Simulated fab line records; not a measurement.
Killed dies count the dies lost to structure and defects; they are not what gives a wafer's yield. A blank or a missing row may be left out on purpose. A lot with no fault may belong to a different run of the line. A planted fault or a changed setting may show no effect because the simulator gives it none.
What tool caused it? | flow gf180mcu | Sampling: 12 lots, 36 wafers, 5 of 602 route steps

WHAT EACH GAUGE READ, for each wafer
GF_V1_THK_MEAS_03. Usual: for V1_CVD_02_THK the level is 845 nm and the standard deviation is 12.
lot  | measured     | on            | V1_CVD_02_THK (nm) | flag
L150 | day 17 11:52 | film-metro-02 | 827 831 833        |
L151 | day 18 01:05 | film-metro-02 | 829 827 846        |
L152 | day 18 05:05 | film-metro-01 | 842 863 859        |
L153 | day 18 17:35 | film-metro-04 | 818 846 852        |
L155 | day 19 09:20 | film-metro-02 | 834 850 841        |
L159 | day 21 08:52 | film-metro-02 | 811 826 830        |
L163 | day 22 15:30 | film-metro-01 | 840 827 831        |
L165 | day 23 01:37 | film-metro-04 | 840 828 839        |
L164 | day 23 03:41 | film-metro-02 | 829 832 855        |
L168 | day 23 23:36 | film-metro-01 | 842 849 869        |
L170 | day 24 16:41 | film-metro-01 | 831 846 850        |
L172 | day 25 07:47 | film-metro-02 | 843 837 856        |

GF_V1_BOW_MEAS_05. Usual: for V1_BOW the level is 82 um and the standard deviation is 8.1.
lot  | measured     | on            | V1_BOW (um) | flag
L150 | day 17 12:14 | film-metro-01 | 84 87 82    |
L151 | day 18 01:26 | film-metro-04 | 73 69 65    |
L152 | day 18 05:28 | film-metro-02 | 81 67 70    |
L153 | day 18 17:56 | film-metro-04 | 87 77 73    |
L155 | day 19 09:42 | film-metro-04 | 81 77 69    |
L159 | day 21 09:14 | film-metro-04 | 83 74 81    |
L163 | day 22 15:52 | film-metro-04 | 85 98 88    |
L165 | day 23 01:59 | film-metro-02 | 92 84 93    |
L164 | day 23 04:04 | film-metro-04 | 88 107 80   |
L168 | day 23 23:58 | film-metro-04 | 74 80 72    |
L170 | day 24 17:02 | film-metro-01 | 83 82 86    |
L172 | day 25 08:08 | film-metro-02 | 90 85 98    |

GF_V1_CD_MEAS_14: target cd 260 nm. Usual: cd-nm at 261.0 nm, with a standard deviation of 1.2.
lot  | measured     | on        | cd-nm (nm)        | flag
L150 | day 18 11:46 | cd-sem-01 | 261.9 261.4 262.8 |
L151 | day 19 01:34 | cd-sem-02 | 260.8 261.8 259.9 |
L152 | day 19 05:26 | cd-sem-01 | 248.5 248.8 248.8 | OFF
L153 | day 19 18:52 | cd-sem-01 | 251.6 252.3 251.0 | OFF
L155 | day 20 10:01 | cd-sem-02 | 261.6 260.7 262.0 |
L159 | day 22 08:02 | cd-sem-02 | 262.1 261.0 261.2 |
L163 | day 23 14:13 | cd-sem-01 | 259.5 258.8 260.0 |
L165 | day 24 00:07 | cd-sem-01 | 259.8 260.6 261.8 |
L164 | day 24 02:08 | cd-sem-01 | 260.8 260.8 260.1 |
L168 | day 24 21:59 | cd-sem-02 | 261.2 260.1 261.8 |
L170 | day 25 14:07 | cd-sem-02 | 260.0 259.9 260.1 |
L172 | day 26 05:52 | cd-sem-01 | 259.6 259.6 260.8 |

WHAT TOOL EACH LOT RAN ON (gives the tool, then ch and the chambers of the sampled wafers, and finally the start)
lot  | GF_M1_METAL_ETCH_16               | GF_V1_EXPOSE_11
L150 | rie-metal-02 ch 0,1, day 17 10:58 | krf-scanner-01 ch 0, day 18 00:55
L151 | rie-metal-02 ch 0,1, day 18 00:13 | krf-scanner-01 ch 0, day 18 13:10
L152 | rie-metal-01 ch 0,1, day 18 04:13 | krf-scanner-01 ch 0, day 18 17:08
L153 | rie-metal-01 ch 0,1, day 18 16:43 | krf-scanner-01 ch 0, day 19 06:55
L155 | rie-metal-01 ch 0,1, day 19 08:25 | krf-scanner-02 ch 0, day 19 22:10
L159 | rie-metal-01 ch 0,1, day 21 07:58 | krf-scanner-02 ch 0, day 21 20:26
L163 | rie-metal-04 ch 0,1, day 22 14:31 | krf-scanner-02 ch 0, day 23 02:58
L165 | rie-metal-01 ch 0, day 23 00:37   | krf-scanner-02 ch 0, day 23 13:52
L164 | rie-metal-04 ch 0, day 23 02:47   | krf-scanner-02 ch 0, day 23 15:41
L168 | rie-metal-04 ch 0,1, day 23 22:43 | krf-scanner-02 ch 0, day 24 11:34
L170 | rie-metal-01 ch 0,1, day 24 15:46 | krf-scanner-02 ch 0, day 25 03:55
L172 | rie-metal-02 ch 0,1, day 25 06:52 | krf-scanner-02 ch 0, day 25 18:59
- GF_M1_METAL_ETCH_16: etches the open film in Cl2/BCl3, stops on SiO2, target depth 750.8 nm, time 125.1 s.
- GF_V1_EXPOSE_11: exposes mask Via1, target cd 260 nm.

WHAT THE TOOLS THEMSELVES READ (means of the sampled wafers that have a number; where no wafer has one, the mark that the record gives instead)
GF_M1_METAL_ETCH_16. Usual: bcl3-flow-sccm 39.98 sccm, standard deviation 0.12; drypump-motor-current-A 5.9 A, standard deviation 0.37; oes-product-au 0.990 a.u., standard deviation 0.0058; throttle-valve-pct 28.230 %, standard deviation 0.01.
lot  | tool         | bcl3-flow-sccm (sccm) | drypump-motor-current-A (A) | oes-product-au (a.u.) | throttle-valve-pct (%) | flag
L150 | rie-metal-02 | 39.95                 | 5.3                         | 0.986                 | 28.221                 |
L151 | rie-metal-02 | 39.97                 | 5.3                         | 0.989                 | 28.237                 |
L152 | rie-metal-01 | 39.92                 | 5.9                         | 0.989                 | 28.221                 |
L153 | rie-metal-01 | 40.10                 | 5.9                         | 0.992                 | 28.230                 |
L155 | rie-metal-01 | 39.98                 | 5.9                         | 0.995                 | 28.232                 |
L159 | rie-metal-01 | 39.93                 | 6.0                         | 0.992                 | 28.225                 |
L163 | rie-metal-04 | 39.84                 | 6.4                         | 0.993                 | 28.221                 |
L165 | rie-metal-01 | 39.79                 | 5.8                         | 0.987                 | 28.235                 |
L164 | rie-metal-04 | 39.93                 | 6.4                         | 0.994                 | 28.233                 |
L168 | rie-metal-04 | 39.92                 | 6.4                         | 0.992                 | 28.235                 |
L170 | rie-metal-01 | 39.93                 | 6.0                         | 0.986                 | 28.238                 |
L172 | rie-metal-02 | 40.01                 | 5.5                         | 0.999                 | 28.225                 |

GF_V1_EXPOSE_11. Usual: exposure-dose-mJ-cm2 37.95, standard deviation 0.04; stage-vel-mm-s 500.00 mm/s, standard deviation 0.24.
lot  | tool           | exposure-dose-mJ-cm2 | stage-vel-mm-s (mm/s) | flag
L150 | krf-scanner-01 | 37.93                | 500.02                |
L151 | krf-scanner-01 | 38.00                | 500.13                |
L152 | krf-scanner-01 | 35.16                | 500.04                | OFF
L153 | krf-scanner-01 | 35.70                | 500.18                | OFF
L155 | krf-scanner-02 | 37.95                | 500.23                |
L159 | krf-scanner-02 | 37.92                | 499.99                |
L163 | krf-scanner-02 | 37.93                | 500.04                |
L165 | krf-scanner-02 | 37.87                | 500.15                |
L164 | krf-scanner-02 | 37.95                | 499.44                |
L168 | krf-scanner-02 | 37.95                | 499.96                |
L170 | krf-scanner-02 | 37.95                | 499.85                |
L172 | krf-scanner-02 | 37.97                | 500.11                |

THE ANSWER, worked out from the rows above alone
Rule: a lot counts as off when the mean over its wafers that have a number is more than 3 standard deviations away from the usual mean. Also off: a lot with no number at a reading for which 4 or more lots have one. The other lots that the step has rows for count as sound. Order of review: gauges by route order, followed by the tools' own readings, for which a lot's mean as printed above is used. At the first step where some lot is off, the reading lying furthest off is the one used; lots without a number count as furthest.
Off, at GF_V1_CD_MEAS_14 on cd-nm: L152, L153.
If a tool, at a process step before that reading, ran all the lots that are off and no sound lot after the first of them, it fits. Not tried: the gauges at GF_V1_CD_MEAS_14; whatever is off there is also off at GF_V1_EXPOSE_11, on other tools, and gauge error can't account for it. One fits: GF_V1_EXPOSE_11 on krf-scanner-01. Its last sound lot is L151 (day 18 13:10), its first lot that is off L152 (day 18 17:08): a fault that began between those two fits.
The tool's own readings at GF_V1_EXPOSE_11 bear it out: on the lots that are off they differ by more than 5 times the standard deviation of the sound lots' means. exposure-dose-mJ-cm2 reads 35.43 there against 37.94 on the sound lots.

WHAT THE SIMULATOR HAD PUT IN
Process parameter drift: krf-scanner-01, from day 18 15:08 on, at GF_V1_EXPOSE_11. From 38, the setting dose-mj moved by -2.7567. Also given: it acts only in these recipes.
Shown lots that were struck: L152, L153. The rule above found the same.
